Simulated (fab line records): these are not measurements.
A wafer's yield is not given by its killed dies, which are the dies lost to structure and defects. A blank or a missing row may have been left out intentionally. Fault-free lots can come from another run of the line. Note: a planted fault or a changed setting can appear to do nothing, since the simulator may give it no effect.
Matching of chambers ; flow sfq-line ; rie-diel-01 running SFQ_TRILAYER_I0_VIA_ETCH_VIA_ETCH_034: 4 sister chambers
The step etches SiO2 in CHF3, stops on Nb, target depth 260 nm. 7 wafers are shown with their chamber, then 7 later ones without.

## WAFERS, EACH WITH ITS CHAMBER
wafer;chamber;oes-product-au (a.u.)
L283.4;2;0.855
L283.5;1;0.853
L289.5;2;0.861
L298.5;0;0.860
L298.6;3;0.854
L300.1;0;0.851
L300.2;3;0.862

## WAFERS WITHOUT THEIR CHAMBER
wafer;oes-product-au (a.u.)
L300.3;0.854
L301.1;0.850
L301.3;0.854
L301.6;0.851
L302.1;0.863
L302.3;0.854
L302.4;0.851

## EACH ONE'S CHAMBER
wafer;from the rows above;in truth
L300.3;can't be placed: 1 or 0 or 2 or 3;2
L301.1;can't be placed: 1 or 0 or 2 or 3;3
L301.3;can't be placed: 1 or 0 or 2 or 3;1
L301.6;can't be placed: 1 or 0 or 2 or 3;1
L302.1;can't be placed: 2 or 3 or 0 or 1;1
L302.3;can't be placed: 1 or 0 or 2 or 3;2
L302.4;can't be placed: 1 or 0 or 2 or 3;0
Placed correctly: 0 of 7. From these rows, 7 cannot be placed; in 7 the true chamber is one of the candidates. Number placed wrongly: 0.
How it was worked out, from the rows above alone: a wafer's distance from a chamber is the root of the sum, over the readings, of the square of ((its reading less the chamber's mean) divided by the reading's scatter). The wafer belongs to the nearest chamber; if the next one is less than 2 further off, it can't be placed. A chamber's mean is the mean of its shown wafers. The scatter: the root of (the sum of the squares of (reading less its chamber's mean) over the shown wafers, divided by (wafers less chambers)).
